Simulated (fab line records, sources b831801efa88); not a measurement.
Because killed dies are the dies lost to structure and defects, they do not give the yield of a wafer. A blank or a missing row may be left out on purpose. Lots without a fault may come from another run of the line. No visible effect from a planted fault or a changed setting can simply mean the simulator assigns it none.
A struck lot beside a sound one + flow sky130 + 13 steps out of a route of 708
Sound: these wafers, L739.1, L739.2, L739.5. The struck wafers were L747.2, L747.4, L747.5. The cause is named last.
Each step with rows lists, per side, the tool, then ch with its chambers, then its first start. Under that, the readings that differ: sound wafers + struck wafers + difference of the means + sigmas: that difference in standard deviations of wafers without a fault.
alike: a reading whose means differ by less than 2 such deviations, as well as words and numbers matching on both sides. not compared: withheld readings; readings where some wafer has no value; bounds like >300 that might hide an equal value; numbers whose values overlap and for which the record gives no deviation.
Wherever a step has rows on one side only, a row that says differs or no value, or a row with sigmas, the two part there. Numbers that don't overlap but have no deviation are shown without sigmas and don't part them. Lack of a reading on every wafer of one side parts them only where that side has two or more wafers.

SKY_VIA3_CD_MEAS_12: the cd target is 200 nm.
  sound: cd-sem-02 at day 39 17:32; struck: cd-sem-01 at day 42 21:10
  alike: cd-nm
SKY_VIA3_OVL_MEAS_13:
  sound: overlay-02 at day 39 17:40; struck: overlay-02 at day 42 21:17
  alike: VIA3_OVL
SKY_VIA3_ETCH_14: etches BARC in N2/H2, stops on SiO2, time 45.9 s, target depth 60 nm.
  sound on rie-diel-01 ch 0,1,2, day 39 17:41; struck on rie-diel-02 ch 0,2,3, day 42 21:19
  alike: drypump-motor-current-A, oes-product-au, throttle-valve-pct
  not compared: rf-hours-counter-h
SKY_VIA3_ETCH_15: etches SiO2 in C4F8/O2/Ar, stops on TiN, target depth 507 nm, time 78 s.
  sound on rie-diel-01 ch 0,1,2, day 39 17:44; struck on rie-diel-02 ch 0,2,3, day 42 21:21
  alike: oes-product-au
  not compared: rf-hours-counter-h
SKY_VIA3_STRIP_16: strips in O2/N2.
  sound on plasma-asher-04 ch 0,1, day 39 17:48; struck on plasma-asher-04 ch 0,1, day 42 21:25
  alike: drypump-motor-current-A, oes-product-au, strip-time-to-endpoint-s
  not compared: rf-hours-counter-h
then, 3 steps without rows for these wafers: SKY_VIA3_STRIP_17 (strips in post etch residue remover, time 1200 s); SKY_VIA3_CLEAN_18 (cleans in IPA, time 180 s); SKY_VIA3_CLEAN_19 (cleans in O3/DIW).
SKY_VIA3_SPUTTER_20: material TiN, target thk 20 nm, time 80 s.
  sound: pvd-sputter-04 at day 39 18:23; struck: pvd-sputter-04 at day 42 22:00
  alike: chamber-pressure-pa, throttle-valve-pct
SKY_VIA3_CVD_21: deposits W, target thk 390 nm, time 117.31 s.
  sound on cvd-w-02 ch 0,1, day 39 18:27; struck on cvd-w-01 ch 1, day 42 22:04
  alike: chamber-pressure-Torr, heater-power-w
SKY_VIA3_RS_MEAS_22: a four-point-probe measurement.
  sound: film-metro-03 at day 39 18:35; struck: film-metro-04 at day 42 22:12
  alike: VIA3_W_RS
SKY_VIA3_THK_MEAS_23: measures by xrf.
  sound: film-metro-03 at day 39 18:42; struck: film-metro-04 at day 42 22:19
  alike: VIA3_W_THK
SKY_VIA3_CMP_24: polishes, stops on SiO2, t overpolish 20 s, target thk 0 nm.
  sound on cmp-02 ch 0,1,3, day 39 18:46; struck on cmp-02 ch 0,1, day 42 22:22
| reading                | sound                | struck            | difference | sigmas      |
|------------------------|----------------------|-------------------|------------|-------------|
| overpolish-run-s (s)   | 19.991 19.990 19.993 | 0.040 0.048 0.034 | -19.951    | -99 or more |
| time-to-endpoint-s (s) | 93 92 87             | 150 151 148       | +59        | +15         |
  alike: motor-current-A

## WHERE THEY PART
At SKY_VIA3_CMP_24 and nowhere else, as far as this record goes.

WHY: whatever the simulator had introduced
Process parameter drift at SKY_VIA3_CMP_24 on cmp-02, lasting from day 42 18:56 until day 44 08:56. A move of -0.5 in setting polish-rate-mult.
